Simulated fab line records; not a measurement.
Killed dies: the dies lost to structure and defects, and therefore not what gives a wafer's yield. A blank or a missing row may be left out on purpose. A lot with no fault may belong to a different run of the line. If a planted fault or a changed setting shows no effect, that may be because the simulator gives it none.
A struck lot beside a sound one	flow sfq line	37 steps out of a route of 325
Sound: the wafers L553.2, L553.4, L553.6. The struck wafers were L561.1, L561.3, L561.4. Last of all comes the cause.
For every step that has rows: the tool of each side, followed by ch and its chambers, followed by its first start. Under that, the readings that differ: sound wafers	struck wafers	difference of the means	sigmas: that difference in standard deviations of wafers without a fault.
alike: readings whose means differ by less than 2 such deviations, and words and numbers that are the same on both sides. not compared: withheld readings, readings that some wafer has no value for, bounds like >300 that may hide the same value, and numbers for which the record gives no deviation and whose values overlap.
A row with sigmas, a row that says differs or no value, or rows on one side alone: a step with any of these is where the two part. Numbers that have no deviation but don't overlap get no sigmas and don't part them. Lack of a reading on every wafer of one side parts them only where that side has two or more wafers.

SFQ_R5_THK_MEAS_934: measures by xrf.
  sound on film metro-02 at day 56 12:01; struck on film metro-02 at day 57 23:06
  alike: R5_MONX_THK
then, 6 steps without rows for these wafers: SFQ_TRILAYER_R5_LITHO_COAT_141 (resist thk 62 nm); SFQ_TRILAYER_R5_LITHO_COAT_136 (resist thk 600 nm); SFQ_TRILAYER_R5_LITHO_SOFTBAKE_140; SFQ_TRILAYER_R5_LITHO_EXPOSE_137 (exposes mask R5, target cd 500 nm); SFQ_TRILAYER_R5_LITHO_PEB_139 (peb time 60 s); SFQ_TRILAYER_R5_LITHO_DEVELOP_138 (time 60 s).
-- the record jumps here: 6 days lie between the struck wafers' starts before and after --
SFQ_R5_OVL_MEAS_935:
  sound on overlay-02 at day 62 07:56; struck on overlay-02 at day 63 11:19
reading	sound	struck	difference	sigmas
R5_OVL (nm)	-4 -4 -2	1 11 10	+11	+2
SFQ_TRILAYER_R5_BARC_OPEN_METAL_ETCH_177: etches BARC in O2, target depth 125 nm, time 41.7 s.
  sound on rie metal-04 ch 0,1, day 62 07:58; struck on rie metal-04 ch 0,1, day 63 11:22
  alike: bias w, drypump motor current A, oes product au
  not compared: rf hours counter h
then, 1 step without rows for these wafers: SFQ_TRILAYER_R5_ETCH_METAL_ETCH_139 (etches the open film in Cl2, stops on SiO2, target depth 60 nm, time 40 s).
SFQ_TRILAYER_R5_STRIP_STRIP_140: strips in O2.
  sound on rie metal-04 ch 0,1, day 62 08:05; struck on rie metal-04 ch 0,1, day 63 11:29
  alike: drypump motor current A, oes product au
  not compared: rf hours counter h
then, 1 step without rows for these wafers: SFQ_TRILAYER_R5_STRIP_SOLV_CLEAN_141 (cleans in NMP, time 600 s).
SFQ_TRILAYER_A5C_DEP_PECVD_142: deposits SiO2 from SiH4/N2O, time 15.556 s, target thk 70 nm.
  sound on pecvd-01 ch 0,1, day 62 08:51; struck on pecvd-04 ch 0,1, day 63 12:15
reading	sound	struck	difference	sigmas
susceptor temp C (C)	149.87 150.02 150.10	- - -	no value on the struck wafers	
model.SiO2_of_TRILAYER_A5C_DEP_PECVD_142.thk nm (nm)	70.14 70.88 71.56	55.69 57.16 56.49	-14.41	
  alike: chamber pressure Torr, heater power w, showerhead vpp V, throttle valve pct
then, 6 steps without rows for these wafers: SFQ_TRILAYER_I5_LITHO_COAT_149 (resist thk 62 nm); SFQ_TRILAYER_I5_LITHO_COAT_144 (resist thk 650 nm); SFQ_TRILAYER_I5_LITHO_SOFTBAKE_148; SFQ_TRILAYER_I5_LITHO_EXPOSE_145 (exposes mask I5, target cd 700 nm); SFQ_TRILAYER_I5_LITHO_PEB_147 (peb time 60 s); SFQ_TRILAYER_I5_LITHO_DEVELOP_146 (time 60 s).
-- the record jumps here: 5 days lie between the struck wafers' starts before and after --
SFQ_I5_OVL_MEAS_936:
  sound on overlay-02 at day 67 11:45; struck on overlay-01 at day 68 11:32
  alike: I5_OVL
SFQ_TRILAYER_I5_BARC_OPEN_VIA_ETCH_200: etches BARC in O2, target depth 125 nm, time 41.7 s.
  sound on rie diel-01 ch 0,1, day 67 11:47; struck on rie diel-01 ch 0,1, day 68 11:34
  alike: bias w, drypump motor current A, oes product au
  not compared: rf hours counter h
then, 1 step without rows for these wafers: SFQ_TRILAYER_I5_ETCH_VIA_ETCH_147 (etches the open film in CHF3, stops on Nb, target depth 360 nm).
SFQ_TRILAYER_I5_STRIP_STRIP_148: strips in O2.
  sound on rie metal-04 ch 0,1, day 67 11:58; struck on rie metal-02 ch 0,1, day 68 11:46
  alike: drypump motor current A, oes product au
  not compared: rf hours counter h
then, 7 steps without rows for these wafers: SFQ_TRILAYER_I5_STRIP_SOLV_CLEAN_149 (cleans in NMP, time 600 s); SFQ_TRILAYER_C5_LITHO_COAT_156 (resist thk 62 nm); SFQ_TRILAYER_C5_LITHO_COAT_151 (resist thk 650 nm); SFQ_TRILAYER_C5_LITHO_SOFTBAKE_155; SFQ_TRILAYER_C5_LITHO_EXPOSE_152 (exposes mask C5, target cd 500 nm); SFQ_TRILAYER_C5_LITHO_PEB_154 (peb time 60 s); SFQ_TRILAYER_C5_LITHO_DEVELOP_153 (time 60 s).
-- the record jumps here: 5 days lie between the struck wafers' starts before and after --
SFQ_C5_OVL_MEAS_937:
  sound on overlay-01 at day 72 15:34; struck on overlay-01 at day 73 10:46
  alike: C5_OVL
SFQ_TRILAYER_C5_BARC_OPEN_VIA_ETCH_210: etches BARC in O2, target depth 125 nm, time 41.7 s.
  sound on rie diel-02 ch 0,1, day 72 15:36; struck on rie diel-03 ch 0,1,2, day 73 10:48
  alike: bias w, drypump motor current A, oes product au
  not compared: rf hours counter h
SFQ_TRILAYER_C5_ETCH_VIA_ETCH_154: etches SiO2 in CHF3, stops on Nb, target depth 84 nm.
  sound on rie diel-02 ch 0,1, day 72 15:38; struck on rie diel-03 ch 0,1,2, day 73 10:50
reading	sound	struck	difference	sigmas
oes product au (a.u.)	0.897 0.898 0.907	0.782 0.805 0.796	-0.106	-12
model.C5.feature depth nm (nm)	70.14 70.88 71.56	55.69 57.16 56.49	-14.41	
model.etch.depth nm (nm)	70.14 70.88 71.56	55.69 57.16 56.49	-14.41	
  alike: bias w, drypump motor current A
then, 2 steps without rows for these wafers: SFQ_TRILAYER_C5_STRIP_STRIP_155 (strips in O2); SFQ_TRILAYER_C5_STRIP_SOLV_CLEAN_156 (cleans in NMP, time 600 s).
SFQ_TRILAYER_M6_DEP_PRE_CLEAN_158: time 22.5 s.
  sound on pvd sputter-03 at day 72 16:28; struck on pvd sputter-05 at day 73 11:40
reading	sound	struck	difference	sigmas
model.SiO2_of_TRILAYER_A5C_DEP_PECVD_142.thk nm (nm)	62.64 63.38 64.06	48.19 49.66 48.99	-14.41	
then, 1 step without rows for these wafers: SFQ_TRILAYER_M6_DEP_SPUTTER_157 (material Nb, target thk 200 nm, time 133.3 s).

== WHERE THEY PART ==
At SFQ_R5_OVL_MEAS_935 first; at SFQ_TRILAYER_C5_ETCH_VIA_ETCH_154 last (within this record only).

WHY: what had been put in by the simulator
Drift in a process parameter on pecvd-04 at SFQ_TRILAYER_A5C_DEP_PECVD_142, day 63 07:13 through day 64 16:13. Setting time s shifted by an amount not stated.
